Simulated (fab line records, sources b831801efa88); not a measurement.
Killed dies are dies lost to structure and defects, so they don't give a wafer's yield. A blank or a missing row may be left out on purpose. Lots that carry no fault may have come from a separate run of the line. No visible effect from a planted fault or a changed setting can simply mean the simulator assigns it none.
fab line records	flow sky130
record: lots: 11	wafers: 33	last_day: 50
route steps=708 shown VIA3@594 METAL4@598 VIA4@650 PAD_OPEN@708
lots with no fault: from the same line, run without faults
start_h: hours from the record's opening day to when the first of the lot's shown wafers began	wait_h: how many hours have passed since the lot's step before this one	" unchanged from the row above	L1.1+2: a single row standing in for several wafers	- value missing, or start not given	* or withheld: withheld	< > ~ a bound
route shown NAME@n: a module of which the file shows steps, and the number in the route of the first	usual: mean/standard deviation taken from wafers without a fault	same: alike in all rows	chamber/n: place in a boat	sites: per-site readings	_std_site: the values' standard deviation	_edge_site: outer sites' mean less inner sites'	radius_mm: how far each site lies from the wafer's centre	mask NAME#n: copy n	behind: the tool/chamber that last shaped the wafer	hold: why the lot went on hold/how many hours it stayed there/how the hold came to an end	device: names the non-switching transistor (n, p or np)	end of line: the route-end tests of the same wafers	a step with no rows: only its recipe	killed: count of dies lost to structure and defects at first sort (not the wafer's yield)	map: a wafer's dies, marking killed ones x, the rest . and places with no die _
set.NAME: the setting the step ran with; set.NAME@STEP: the setting that earlier step ran with	model.NAME: the simulator's own value behind a step, which no gauge read
route steps across a sampled set of lots; one table per step, one row per wafer
services: from which hour (start_h, from the record's first day; less than 0 if before it) a tool's chamber was out of use, for how many hours, and why
== steps ==
step: SKY_VIA3_CVD_21
recipe: material: W	target_thk_nm: 390	time_s: 117.31	temp_c: 400	pressure_torr: 40
usual: heater_power_w: 777/52
lot.wafer	tool	chamber	start_h	wait_h	heater_power_w
L205.2	cvd_w-02	1	922.53	0.0	786
L205.3	"	0	"	"	834
L205.6	"	1	"	"	810
L206.3	cvd_w-01	0	929.99	0.1	750
L206.4	"	1	"	"	714
L206.5	"	1	"	"	707
L209.2	cvd_w-02	0	954.41	0.0	833
L209.4	"	1	"	"	841
L209.5	"	0	"	"	839
L212.1	cvd_w-01	0	982.85	0.0	753
L212.4	"	1	"	"	716
L212.6	"	1	"	"	713
L214.4	cvd_w-01	1	991.41	0.1	699
L214.5	"	1	"	"	700
L214.6	"	0	"	"	742
L220.1	cvd_w-02	0	1060.99	0.0	840
L220.2	"	0	"	"	848
L220.3	"	0	"	"	847
L222.2	cvd_w-02	0	1071.29	0.0	851
L222.3	"	1	"	"	825
L222.4	"	0	"	"	850
L223.1	cvd_w-02	0	1072.85	0.0	837
L223.5	"	1	"	"	847
L223.6	"	0	"	"	867
L225.1	cvd_w-01	0	1082.20	0.0	764
L225.3	"	0	"	"	761
L225.4	"	1	"	"	703
L224.1	cvd_w-01	1	1088.32	0.0	724
L224.2	"	0	"	"	761
L224.3	"	0	"	"	753
L226.3	cvd_w-01	1	1094.35	0.1	733
L226.4	"	0	"	"	772
L226.5	"	0	"	"	757
step: SKY_METAL4_SPUTTER_00
recipe: material: Ti	target_thk_nm: 15	power_w: 3000	time_s: 10	chamber_pressure_pa: 0.4
usual: throttle_valve_pct: 30.2/1.2
lot.wafer	tool	chamber	start_h	wait_h	throttle_valve_pct
L205.2	pvd_sputter-01	-	923.14	0.2	31.6
L205.3	"	-	"	"	30.2
L205.6	"	-	"	"	31.5
L206.3	pvd_sputter-03	-	930.55	0.2	30.4
L206.4	"	-	"	"	29.2
L206.5	"	-	"	"	29.2
L209.2	pvd_sputter-01	-	955.02	0.1	30.1
L209.4	"	-	"	"	31.5
L209.5	"	-	"	"	30.3
L212.1	pvd_sputter-03	-	983.46	0.1	29.0
L212.4	"	-	"	"	30.7
L212.6	"	-	"	"	30.6
L214.4	pvd_sputter-04	-	991.97	0.1	29.4
L214.5	"	-	"	"	31.8
L214.6	"	-	"	"	30.2
L220.1	pvd_sputter-04	-	1061.72	0.2	31.8
L220.2	"	-	"	"	30.3
L220.3	"	-	"	"	29.2
L222.2	pvd_sputter-04	-	1071.89	0.1	29.2
L222.3	"	-	"	"	30.0
L222.4	"	-	"	"	31.9
L223.1	pvd_sputter-03	-	1073.46	0.2	30.5
L223.5	"	-	"	"	32.0
L223.6	"	-	"	"	30.3
L225.1	pvd_sputter-03	-	1082.80	0.2	30.6
L225.3	"	-	"	"	32.7
L225.4	"	-	"	"	30.6
L224.1	pvd_sputter-01	-	1088.92	0.1	29.8
L224.2	"	-	"	"	31.5
L224.3	"	-	"	"	30.3
L226.3	pvd_sputter-04	-	1094.91	0.2	29.4
L226.4	"	-	"	"	29.2
L226.5	"	-	"	"	29.5
step: SKY_METAL4_METAL_ETCH_18
recipe: target_depth_a: 8450	stop_on: SiO2	over_etch_frac: 0.3	time_s: 183.1	chemistry: Cl2/BCl3	resist_sidewall_deg: 88	pressure_mtorr: 10	icp_w: 900	bias_w: 48.5	Cl2_flow_sccm: 60	bcl3_flow_sccm: 30
usual: drypump_motor_current_A: 6.0/0.47	he_backside_leak_sccm: 3.28/0.19	oes_product_au: 0.868/0.0057	rf_fwd_power_W: 896.1/2.9	throttle_valve_pct: 22.265/0.0092
lot.wafer	tool	chamber	start_h	wait_h	drypump_motor_current_A	he_backside_leak_sccm	oes_product_au	rf_fwd_power_W	rf_hours_counter_h	throttle_valve_pct
L205.2	rie_metal-03	0	974.44	0.0	6.1	3.43	0.874	894.2	2	22.257
L205.3	"	0	"	"	6.1	3.61	0.868	897.5	-	22.279
L205.6	"	1	"	"	6.8	3.36	0.871	903.3	-	22.258
L206.3	rie_metal-02	0	981.70	0.1	5.4	3.17	0.872	902.3	-	22.269
L206.4	"	1	"	"	6.1	3.16	0.865	897.2	-	22.265
L206.5	"	1	"	"	6.1	3.14	0.863	897.8	-	22.286
L209.2	rie_metal-02	0	1004.48	0.0	5.4	3.19	0.875	895.8	5	22.245
L209.4	"	0	"	"	5.4	3.32	0.868	897.6	-	22.274
L209.5	"	0	"	"	5.4	3.26	0.869	894.4	-	22.263
L212.1	rie_metal-02	1	1029.99	0.0	6.1	3.21	0.863	752.9	15	22.263
L212.4	"	0	"	"	5.4	3.39	0.875	749.2	-	22.265
L212.6	"	1	"	"	6.1	3.17	0.876	752.1	-	22.259
L214.4	rie_metal-02	0	1038.09	0.1	5.4	3.15	0.856	746.3	-	22.244
L214.5	"	1	"	"	6.1	3.25	0.863	751.1	-	22.254
L214.6	"	0	"	"	5.4	3.05	0.868	748.5	-	22.284
L220.1	rie_metal-02	0	1103.59	0.0	5.4	3.13	0.875	897.4	11	22.264
L220.2	"	1	"	"	6.1	3.10	0.872	898.2	20	22.260
L220.3	"	1	"	"	6.1	3.11	0.859	896.9	-	22.258
L222.2	rie_metal-02	1	1112.89	0.0	6.1	3.26	0.870	898.2	20	22.268
L222.3	"	1	"	"	6.1	3.19	0.867	899.2	-	22.265
L222.4	"	0	"	"	5.4	3.03	0.864	893.4	-	22.246
L223.1	rie_metal-02	0	1115.04	0.0	5.3	3.02	0.863	892.8	12	22.268
L223.5	"	0	"	"	5.4	3.19	0.866	897.5	-	22.263
L223.6	"	1	"	"	6.1	2.99	0.869	897.0	-	22.264
L225.1	rie_metal-04	0	1124.24	0.0	5.7	3.41	0.859	896.3	25	22.267
L225.3	"	1	"	"	5.7	3.45	0.861	899.9	-	22.261
L225.4	"	0	"	"	5.7	3.24	0.870	896.1	-	22.265
L224.1	rie_metal-02	1	1128.43	0.0	6.1	3.17	0.864	895.7	22	22.258
L224.2	"	0	"	"	5.3	3.10	0.862	889.3	13	22.251
L224.3	"	1	"	"	6.1	3.09	0.868	901.2	-	22.258
L226.3	rie_metal-03	0	1135.75	0.1	6.1	3.19	0.871	899.3	-	22.262
L226.4	"	1	"	"	6.8	3.33	0.858	895.8	-	22.271
L226.5	"	1	"	"	6.8	3.13	0.865	895.7	-	22.274
step: SKY_METAL4_STRIP_19
recipe: chemistry: O2/N2	power_w: 1400	pressure_mtorr: 1500	platen_temp_c: withheld	o2_flow_sccm: 3000	n2_flow_sccm: 300	overash_fraction: 0.5
usual: drypump_motor_current_A: 5.8/0.39	oes_product_au: 0.502/0.0056	strip_time_to_endpoint_s: 6.54/0.073
lot.wafer	tool	chamber	start_h	wait_h	drypump_motor_current_A	oes_product_au	rf_hours_counter_h	strip_time_to_endpoint_s
L205.2	plasma_asher-04	1	974.62	0.1	5.7	0.500	54	6.57
L205.3	"	0	"	"	5.8	0.501	-	6.58
L205.6	"	1	"	"	5.7	0.508	-	6.62
L206.3	plasma_asher-04	1	981.85	0.1	5.7	0.500	-	6.57
L206.4	"	0	"	"	5.8	0.501	-	6.57
L206.5	"	0	"	"	5.8	0.507	-	6.51
L209.2	plasma_asher-03	0	1004.66	0.1	5.2	0.489	87	6.51
L209.4	"	0	"	"	5.2	0.505	-	6.54
L209.5	"	1	"	"	5.5	0.498	-	6.56
L212.1	plasma_asher-03	0	1030.17	0.1	5.2	0.536	90	7.24
L212.4	"	1	"	"	5.6	0.535	-	7.26
L212.6	"	1	"	"	5.6	0.520	-	7.21
L214.4	plasma_asher-04	1	1038.24	0.1	5.7	0.535	-	7.26
L214.5	"	0	"	"	5.8	0.535	-	7.26
L214.6	"	1	"	"	5.7	0.533	-	7.26
L220.1	plasma_asher-03	0	1103.77	0.1	5.2	0.503	97	6.57
L220.2	"	1	"	"	5.5	0.500	97	6.53
L220.3	"	1	"	"	5.5	0.501	-	6.53
L222.2	plasma_asher-01	0	1113.07	0.1	5.6	0.498	37	6.40
L222.3	"	0	"	"	5.6	0.502	-	6.47
L222.4	"	1	"	"	6.6	0.490	-	6.44
L223.1	plasma_asher-04	0	1115.22	0.1	5.8	0.494	69	6.60
L223.5	"	0	"	"	5.8	0.504	-	6.55
L223.6	"	1	"	"	5.7	0.505	-	6.51
L225.1	plasma_asher-04	0	1124.42	0.1	5.8	0.502	70	6.57
L225.3	"	0	"	"	5.8	0.497	-	6.38
L225.4	"	1	"	"	5.7	0.508	-	6.59
L224.1	plasma_asher-03	1	1128.61	0.1	5.6	0.503	99	6.42
L224.2	"	0	"	"	5.2	0.501	99	6.56
L224.3	"	1	"	"	5.5	0.499	-	6.52
L226.3	plasma_asher-04	0	1135.90	0.1	5.8	0.499	-	6.54
L226.4	"	1	"	"	5.7	0.498	-	6.50
L226.5	"	1	"	"	5.7	0.501	-	6.60
step: SKY_VIA4_OVL_MEAS_11
usual: VIA4_OVL: -0.2/1.6
lot.wafer	tool	chamber	start_h	wait_h	VIA4_OVL[nm]
L205.2	overlay-01	-	999.05	0.1	1.0
L205.3	"	-	"	"	2.2
L205.6	"	-	"	"	2.4
L206.3	overlay-02	-	1005.56	0.1	-2.2
L206.4	"	-	"	"	-0.1
L206.5	"	-	"	"	-0.6
L209.2	overlay-01	-	1028.83	0.1	-0.5
L209.4	"	-	"	"	-2.1
L209.5	"	-	"	"	-0.7
L212.1	overlay-01	-	1053.22	0.1	-0.4
L212.4	"	-	"	"	1.1
L212.6	"	-	"	"	0.4
L214.4	overlay-01	-	1061.04	0.1	-1.7
L214.5	"	-	"	"	-1.0
L214.6	"	-	"	"	-2.5
L220.1	overlay-02	-	1124.53	0.1	-2.6
L220.2	"	-	"	"	-1.3
L220.3	"	-	"	"	-3.2
L222.2	overlay-01	-	1133.45	0.1	1.2
L222.3	"	-	"	"	0.6
L222.4	"	-	"	"	0.3
L223.1	overlay-02	-	1134.54	0.1	-0.1
L223.5	"	-	"	"	-0.2
L223.6	"	-	"	"	-1.3
L225.1	overlay-01	-	1143.63	0.1	2.5
L225.3	"	-	"	"	0.0
L225.4	"	-	"	"	0.3
L224.1	overlay-01	-	1147.33	0.1	1.6
L224.2	"	-	"	"	2.0
L224.3	"	-	"	"	2.5
L226.3	overlay-01	-	1154.90	0.1	2.8
L226.4	"	-	"	"	1.1
L226.5	"	-	"	"	0.7
step: SKY_PAD_OPEN_PROBE_99
usual: defect_limited_yield: 82.5/1.9	killed_at_M0_to_M3: 44/7.3	killed_at_M4_up: 3.2/1.8	killed_at_contacts: 24/5.4	killed_at_front_end: 16/4.4	killed_at_other: 0.3/0.48	killed_dies: 86/9.5	killed_open: 47/7.7	killed_short: 39/6.4	sort_bin_3_pad_short: 0.9/0.41	sort_bin_5_function: 10.4/1.5	sort_bin_6_memory: 6.2/1.1	sort_n_pass: 406/9.5	sort_yield_pct: 82.5/1.9
same: gross_dies: 492	killed_at_back_side: 0	sort_bin_4_leakage[%]: 0	sort_bin_8_speed[%]: 0
lot.wafer	tool	chamber	start_h	wait_h	defect_limited_yield[%]	killed_at_M0_to_M3	killed_at_M4_up	killed_at_contacts	killed_at_front_end	killed_at_other	killed_dies	killed_open	killed_short	sort_bin_3_pad_short[%]	sort_bin_5_function[%]	sort_bin_6_memory[%]	sort_n_pass	sort_yield_pct[%]
L212.1	prober-02	-	1119.31	0.1	82.9	46	1	22	15	0	84	51	33	0.8	11.6	4.7	408	82.9
L212.4	prober-02	-	1119.46	0.2	81.7	42	4	25	18	1	90	45	45	0.8	11.6	5.9	402	81.7
L212.6	prober-02	-	1119.56	0.2	81.1	48	3	22	20	0	93	56	36	1.2	11.0	6.7	399	81.1
L214.4	prober-02	-	1126.93	0.2	80.1	53	3	22	20	0	98	57	41	0.2	12.2	7.5	394	80.1
L214.5	prober-02	-	1126.98	0.2	80.7	47	5	24	19	0	95	43	52	0	11.6	7.7	397	80.7
L214.6	prober-02	-	1127.03	0.2	85.8	38	3	18	10	1	70	40	30	0.8	9.1	4.3	422	85.8
L223.1	prober-01	-	1191.26	0.1	84.3	46	4	17	9	1	77	42	35	0.8	10.0	4.9	415	84.3
L223.5	prober-01	-	1191.46	0.2	83.5	44	1	20	16	0	81	45	36	1.0	10.2	5.3	411	83.5
L223.6	prober-01	-	1191.51	0.2	80.9	56	4	13	21	0	94	49	45	1.4	10.8	6.9	398	80.9
L225.1	prober-02	-	1200.59	0.1	80.3	55	1	23	18	0	97	55	42	0.8	11.0	7.9	395	80.3
L225.3	prober-02	-	1200.69	0.2	81.7	57	2	20	10	1	90	48	42	1.6	9.6	7.1	402	81.7
L225.4	prober-02	-	1200.74	0.2	81.9	49	4	18	17	1	89	49	40	0.8	10.0	7.3	403	81.9
L226.3	prober-01	-	1208.77	0.2	83.7	40	0	23	17	0	80	44	36	1.4	10.4	4.5	412	83.7
L226.4	prober-01	-	1208.82	0.2	83.9	36	4	24	14	1	79	36	43	0.2	11.0	4.9	413	83.9
L226.5	prober-01	-	1208.87	0.2	82.3	52	2	16	16	1	87	47	40	1.8	10.0	5.9	405	82.3
killed by level:class
L212.1 VIA1:geometric_particle:open=15 CONTACT:geometric_particle:open=9 VIA2:geometric_particle:open=8 VIA3:geometric_particle:open=6 POLY_GATE:geometric_particle:short=5 LI_CONTACT:geometric_particle:open=5 FIELD_ISO:geometric_particle:open=4 CONTACT:geometric_particle:short=4
L212.4 CONTACT:geometric_particle:open=10 VIA3:geometric_particle:open=9 METAL1:geometric_particle:short=7 POLY_GATE:geometric_particle:open=6 METAL2:geometric_particle:short=6 LOCAL_INTERCONNECT:geometric_particle:short=5 CONTACT:geometric_particle:short=5 VIA1:geometric_particle:open=5
L212.6 VIA1:geometric_particle:open=17 CONTACT:geometric_particle:open=10 POLY_GATE:geometric_particle:open=6 VIA2:geometric_particle:open=6 FIELD_ISO:geometric_particle:short=5 METAL2:geometric_particle:short=5 VIA3:geometric_particle:open=4 FIELD_ISO:geometric_particle:open=3
L214.4 VIA1:geometric_particle:open=16 LI_CONTACT:geometric_particle:open=7 VIA3:geometric_particle:open=7 CONTACT:geometric_particle:open=6 VIA2:geometric_particle:open=6 FIELD_ISO:geometric_particle:open=5 POLY_GATE:geometric_particle:open=5 METAL1:geometric_particle:short=5
L214.5 VIA1:geometric_particle:open=13 METAL1:geometric_particle:short=9 FIELD_ISO:geometric_particle:open=7 VIA1:geometric_particle:short=6 LI_CONTACT:geometric_particle:open=6 LOCAL_INTERCONNECT:geometric_particle:short=6 CONTACT:geometric_particle:short=6 VIA3:geometric_particle:open=5
L214.6 VIA1:geometric_particle:open=12 VIA3:geometric_particle:open=7 VIA2:geometric_particle:open=6 LI_CONTACT:geometric_particle:open=5 VIA1:geometric_particle:short=5 CONTACT:geometric_particle:short=4 LOCAL_INTERCONNECT:geometric_particle:short=4 FIELD_ISO:geometric_particle:short=3
L223.1 VIA2:geometric_particle:open=10 CONTACT:geometric_particle:open=9 VIA3:geometric_particle:open=7 VIA1:geometric_particle:open=6 POLY_GATE:geometric_particle:short=5 METAL3:geometric_particle:short=5 LI_CONTACT:geometric_particle:open=4 VIA1:geometric_particle:short=4
L223.5 CONTACT:geometric_particle:open=7 VIA3:geometric_particle:open=7 METAL1:geometric_particle:short=6 VIA1:geometric_particle:open=6 VIA2:geometric_particle:open=6 LI_CONTACT:geometric_particle:open=5 LOCAL_INTERCONNECT:geometric_particle:short=5 VIA2:geometric_particle:short=4
L223.6 VIA1:geometric_particle:open=18 VIA2:geometric_particle:open=9 FIELD_ISO:geometric_particle:short=6 VIA3:geometric_particle:open=6 METAL1:geometric_particle:short=5 CONTACT:geometric_particle:open=5 VIA1:geometric_particle:short=4 METAL2:geometric_particle:short=4
L225.1 VIA2:geometric_particle:open=15 VIA1:geometric_particle:open=13 CONTACT:geometric_particle:open=10 FIELD_ISO:geometric_particle:short=8 METAL2:geometric_particle:short=8 LOCAL_INTERCONNECT:geometric_particle:short=6 VIA3:geometric_particle:open=6 METAL1:geometric_particle:short=4
L225.3 VIA1:geometric_particle:open=14 VIA2:geometric_particle:open=10 CONTACT:geometric_particle:open=7 VIA3:geometric_particle:open=7 CONTACT:geometric_particle:short=6 VIA2:geometric_particle:short=5 METAL1:geometric_particle:short=5 VIA1:geometric_particle:short=5
L225.4 VIA2:geometric_particle:open=12 VIA1:geometric_particle:open=11 VIA1:geometric_particle:short=7 VIA2:geometric_particle:short=5 FIELD_ISO:geometric_particle:open=4 POLY_GATE:geometric_particle:open=4 LI_CONTACT:geometric_particle:short=4 LI_CONTACT:geometric_particle:open=4
L226.3 VIA1:geometric_particle:open=17 CONTACT:geometric_particle:open=8 LI_CONTACT:geometric_particle:open=5 VIA2:geometric_particle:open=5 VIA1:geometric_particle:short=5 SPACER:geometric_particle:short=4 LOCAL_INTERCONNECT:geometric_particle:short=4 METAL1:geometric_particle:short=4
L226.4 VIA1:geometric_particle:open=11 CONTACT:geometric_particle:short=9 CONTACT:geometric_particle:open=8 METAL1:geometric_particle:short=6 POLY_GATE:geometric_particle:short=4 VIA2:geometric_particle:short=4 VIA2:geometric_particle:open=4 VIA3:geometric_particle:short=4
L226.5 METAL2:geometric_particle:short=10 VIA2:geometric_particle:open=8 LI_CONTACT:geometric_particle:open=7 VIA3:geometric_particle:open=7 VIA1:geometric_particle:open=7 VIA2:geometric_particle:short=6 VIA1:geometric_particle:short=6 POLY_GATE:geometric_particle:open=5
== services ==
tool	chamber	start_h	hours	kind
cvd_w-01	-	904.00	14.0	pm
cvd_w-01	0	904.00	14.0	vent_cycle
cvd_w-01	1	904.00	21.0	vent_cycle
rie_metal-04	-	904.69	0.1	repair
cvd_w-01	1	910.61	14.4	repair
rie_metal-02	0	911.27	20.4	repair
pvd_sputter-04	-	913.26	2.2	repair
cvd_w-01	0	918.00	-	clean
cvd_w-01	1	918.00	-	clean
pvd_sputter-04	0	920.86	-	consumable_replace:kit
pvd_sputter-01	-	939.47	6.4	repair
rie_metal-04	-	946.55	0.8	repair
plasma_asher-04	-	947.46	2.5	repair
pvd_sputter-04	-	993.61	7.5	repair
rie_metal-03	0	1012.86	16.2	repair
plasma_asher-01	-	1018.72	1.3	repair
plasma_asher-04	-	1020.83	0.8	repair
cvd_w-02	1	1060.23	6.2	repair
cvd_w-01	-	1082.68	1.7	repair
pvd_sputter-01	-	1090.19	5.0	repair
rie_metal-03	-	1103.27	0.6	repair
cvd_w-01	1	1105.41	1.4	repair
cvd_w-02	0	1115.64	2.7	repair
plasma_asher-04	-	1130.25	0.7	repair
== key ==
first_sign: step: SKY_METAL4_METAL_ETCH_18	reading: rf_fwd_power_W	direction: down	sigmas: 50	usual: 896.1	struck: 750.0
effect: step: SKY_METAL4_STRIP_19	reading: strip_time_to_endpoint_s	direction: up	sigmas: 9.8	usual: *	struck: *
met_at SKY_METAL4_METAL_ETCH_18
struck_lots L212,L214
not_acting_at SKY_VIA3_CVD_21,SKY_METAL4_SPUTTER_00,SKY_VIA4_OVL_MEAS_11
onset_between 1004.48 1029.99
fault: kind: process_parameter_drift	tool: rie_metal-02	chamber: -	onset_h: 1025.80	steps: SKY_METAL4_METAL_ETCH_18	channel: icp_w	offset: -144	shape: step	end_h: 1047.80	acts_in: these_recipes_only	stated: 900
